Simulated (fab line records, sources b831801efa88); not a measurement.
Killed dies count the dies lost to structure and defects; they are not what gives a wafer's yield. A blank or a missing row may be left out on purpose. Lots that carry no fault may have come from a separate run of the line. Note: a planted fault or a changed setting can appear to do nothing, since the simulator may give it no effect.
Which tool did it? || flow gf180mcu || 33 wafers from 11 lots sampled at 3 of the route's 602 steps

== WHAT THE GAUGES READ, wafer by wafer ==
GF_V3_THK_MEAS_03.
{"lot": "L182", "measured": "day 23 02:50", "on": "filmMetro-03", "V3_CVD_02_THK (nm)": "849 846 872"}
{"lot": "L183", "measured": "day 24 01:08", "on": "filmMetro-01", "V3_CVD_02_THK (nm)": "845 860 850"}
{"lot": "L185", "measured": "day 24 03:32", "on": "filmMetro-03", "V3_CVD_02_THK (nm)": "864 869 882"}
{"lot": "L186", "measured": "day 24 09:12", "on": "filmMetro-02", "V3_CVD_02_THK (nm)": "335 848 863 335 849 863"}
{"lot": "L187", "measured": "day 24 14:04", "on": "filmMetro-03", "V3_CVD_02_THK (nm)": "328 846 851 328 845 851"}
{"lot": "L189", "measured": "day 25 07:13", "on": "filmMetro-02", "V3_CVD_02_THK (nm)": "871 858 865"}
{"lot": "L195", "measured": "day 27 02:11", "on": "filmMetro-03", "V3_CVD_02_THK (nm)": "850 865 886"}
{"lot": "L198", "measured": "day 28 02:09", "on": "filmMetro-03", "V3_CVD_02_THK (nm)": "852 854 872"}
{"lot": "L199", "measured": "day 28 07:55", "on": "filmMetro-01", "V3_CVD_02_THK (nm)": "860 849 862"}
{"lot": "L200", "measured": "day 28 12:13", "on": "filmMetro-03", "V3_CVD_02_THK (nm)": "861 880 887"}
{"lot": "L201", "measured": "day 28 23:43", "on": "filmMetro-02", "V3_CVD_02_THK (nm)": "849 855 871"}

== EACH LOT AND THE TOOL THAT RAN IT (in order: tool; ch and the chambers of the sampled wafers; start) ==
{"lot": "L182", "GF_V2_SPUTTER_21": "pvdSputter-02, day 22 01:25", "GF_V3_CVD_02": "pecvd-01 ch 1,2, day 23 02:46"}
{"lot": "L183", "GF_V2_SPUTTER_21": "pvdSputter-02, day 23 00:02", "GF_V3_CVD_02": "pecvd-01 ch 0,1,2, day 24 01:05"}
{"lot": "L185", "GF_V2_SPUTTER_21": "pvdSputter-02, day 23 03:30", "GF_V3_CVD_02": "pecvd-03 ch 1,2, day 24 03:27"}
{"lot": "L186", "GF_V2_SPUTTER_21": "pvdSputter-02, day 23 08:55", "GF_V3_CVD_02": "pecvd-01 ch 0,1, day 24 09:05"}
{"lot": "L187", "GF_V2_SPUTTER_21": "pvdSputter-03, day 23 14:31", "GF_V3_CVD_02": "pecvd-01 ch 1,2, day 24 13:59"}
{"lot": "L189", "GF_V2_SPUTTER_21": "pvdSputter-03, day 24 07:49", "GF_V3_CVD_02": "pecvd-04 ch 0,1, day 25 07:08"}
{"lot": "L195", "GF_V2_SPUTTER_21": "pvdSputter-04, day 26 03:34", "GF_V3_CVD_02": "pecvd-03 ch 0,2, day 27 02:07"}
{"lot": "L198", "GF_V2_SPUTTER_21": "pvdSputter-02, day 27 04:23", "GF_V3_CVD_02": "pecvd-03 ch 1,2, day 28 02:04"}
{"lot": "L199", "GF_V2_SPUTTER_21": "pvdSputter-03, day 27 10:21", "GF_V3_CVD_02": "pecvd-01 ch 0,1,2, day 28 07:50"}
{"lot": "L200", "GF_V2_SPUTTER_21": "pvdSputter-03, day 27 14:56", "GF_V3_CVD_02": "pecvd-03 ch 0,1,2, day 28 12:08"}
{"lot": "L201", "GF_V2_SPUTTER_21": "pvdSputter-04, day 28 02:18", "GF_V3_CVD_02": "pecvd-01 ch 0,1,2, day 28 23:38"}
- GF_V2_SPUTTER_21: material Ti, target thk 15 nm, time 80.02 s.
- GF_V3_CVD_02: deposits SiO2 from TEOS, target thk 850 nm, time 96.24 s.

== THE ANSWER, worked out from the rows above alone ==
Rule: usual is defined by the lots themselves. Put in order of their means at a reading, lots are off if they are a third of the lots or fewer, leave a main group of 4 or more, and stand apart from it by a gap of 3 or more times the standard deviation of the main group's means; of several such gaps the widest counts. The tables above print the reading to a certain number of digits; a main group whose means all agree to those digits is not used. A lot without any number at a reading at which 4 lots or more have one is off too. The other lots that the step has rows for count as sound.
Off: at GF_V3_THK_MEAS_03 (V3_CVD_02_THK), L186, L187. For the main group the mean is 862 nm and the standard deviation 7.5.
If a tool, at a process step before that reading, ran all the lots that are off and no sound lot after the first of them, it fits. Those tools and the gauges at GF_V3_THK_MEAS_03 are tried in the same way. Not one of the candidates tried fits.

== WHAT THE SIMULATOR HAD PUT IN ==
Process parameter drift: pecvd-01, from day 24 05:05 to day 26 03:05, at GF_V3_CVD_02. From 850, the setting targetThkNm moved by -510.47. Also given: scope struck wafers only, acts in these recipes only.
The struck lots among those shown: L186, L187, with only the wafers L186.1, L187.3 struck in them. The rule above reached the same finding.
